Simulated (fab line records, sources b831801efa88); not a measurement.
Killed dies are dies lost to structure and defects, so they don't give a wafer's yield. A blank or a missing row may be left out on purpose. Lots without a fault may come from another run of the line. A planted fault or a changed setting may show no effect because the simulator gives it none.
Which tool did it? | flow sky130 | 10 lots, 30 wafers sampled, at 3 steps of a route of 708

WHAT THE GAUGES READ, wafer by wafer
SKY_VIA3_OVL_MEAS_13.
lot  | measured     | on         | VIA3_OVL (nm)
L761 | day 39 14:30 | overlay-02 | -3 -7 -4
L762 | day 40 05:17 | overlay-01 | 1 8 7
L763 | day 40 09:49 | overlay-02 | 6 11 5
L765 | day 41 10:17 | overlay-01 | -7 -10 -6
L774 | day 43 19:32 | overlay-02 | 2 1 8
L775 | day 44 04:05 | overlay-01 | -3 -2 -7
L776 | day 44 10:37 | overlay-02 | -7 -3 5
L780 | day 45 09:34 | overlay-01 | -3 2 -7
L782 | day 45 15:01 | overlay-01 | -11 -4 -9
L783 | day 46 03:43 | overlay-02 | 1 8 -3

WHICH TOOL RAN EACH LOT (tool, then ch and the chambers of the sampled wafers, then the start)
lot  | SKY_METAL3_SPUTTER_03        | SKY_VIA3_COAT_07
L761 | pvd_sputter-03, day 36 08:38 | litho_track-03 ch 0, day 39 02:00
L762 | pvd_sputter-03, day 36 19:28 | litho_track-04 ch 0, day 39 16:00
L763 | pvd_sputter-03, day 37 04:31 | litho_track-04 ch 0, day 39 22:00
L765 | pvd_sputter-02, day 38 05:25 | litho_track-03 ch 0, day 40 22:00
L774 | pvd_sputter-02, day 40 19:00 | litho_track-03 ch 0, day 43 08:00
L775 | pvd_sputter-03, day 41 04:26 | litho_track-03 ch 0, day 43 16:00
L776 | pvd_sputter-04, day 41 10:41 | litho_track-04 ch 0, day 43 23:00
L780 | pvd_sputter-02, day 42 12:47 | litho_track-01 ch 0, day 44 22:00
L782 | pvd_sputter-04, day 42 18:58 | litho_track-01 ch 0, day 45 04:00
L783 | pvd_sputter-02, day 43 07:14 | litho_track-01 ch 0, day 45 15:00
- SKY_METAL3_SPUTTER_03: material Ti, target thk 5 nm, time 3.3 s.
- SKY_VIA3_COAT_07: resist thk 450 nm.

WHAT THE TOOLS THEMSELVES READ (means of the sampled wafers that have a number; where no wafer has one, the mark that the record gives instead)
SKY_METAL3_SPUTTER_03.
lot  | tool           | throttle_valve_pct (%)
L761 | pvd_sputter-03 | 30.4
L762 | pvd_sputter-03 | 30.0
L763 | pvd_sputter-03 | 29.5
L765 | pvd_sputter-02 | 31.1
L774 | pvd_sputter-02 | 30.6
L775 | pvd_sputter-03 | 30.0
L776 | pvd_sputter-04 | 29.7
L780 | pvd_sputter-02 | 30.7
L782 | pvd_sputter-04 | 30.4
L783 | pvd_sputter-02 | 30.6

SKY_VIA3_COAT_07.
lot  | tool           | spin_speed_rpm (rpm)
L761 | litho_track-03 | 3000.3
L762 | litho_track-04 | 2997.9
L763 | litho_track-04 | 3000.1
L765 | litho_track-03 | 3000.3
L774 | litho_track-03 | 3229.2
L775 | litho_track-03 | 3228.1
L776 | litho_track-04 | 3000.8
L780 | litho_track-01 | 3001.4
L782 | litho_track-01 | 2999.7
L783 | litho_track-01 | 3000.0

THE ANSWER, worked out from the rows above alone
Rule: what is usual is taken from the lots themselves. Put in order of their means at a reading, lots are off if they are a third of the lots or fewer, leave a main group of 4 or more, and stand apart from it by a gap of 3 or more times the standard deviation of the main group's means; of several such gaps the widest counts. A main group whose means are all the same, to the digits that the tables above print for the reading, isn't used. A lot without any number at a reading at which 4 lots or more have one is off too. The other lots that the step has rows for count as sound. The gauges are gone through in route order, then the tools' own readings, and for those a lot's mean is taken as printed above. The first step at which some lot is off is used, and at that step the reading that is off furthest; a lot without a number counts as furthest.
Off: L774, L775, at SKY_VIA3_COAT_07 (spin_speed_rpm). The main group: mean 3000.1 rpm, standard deviation 0.95.
A tool fits if, at that step or a process step before it, it ran every lot that is off, and no sound lot after the first of them. One fits: litho_track-03 at SKY_VIA3_COAT_07. Its last sound lot is L765 (day 40 22:00), its first lot that is off L774 (day 43 08:00): a fault that began between those two fits.
The tool's own readings at SKY_VIA3_COAT_07 bear it out: on the lots that are off they differ by more than 5 times the standard deviation of the sound lots' means. spin_speed_rpm reads 3228.6 rpm there against 3000.1 rpm on the sound lots.

WHAT THE SIMULATOR HAD PUT IN
Process parameter drift: litho_track-03, from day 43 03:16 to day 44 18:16, at SKY_VIA3_COAT_07. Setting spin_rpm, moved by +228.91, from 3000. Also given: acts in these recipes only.
Lots struck among those shown: L774, L775. The rule above found the same.
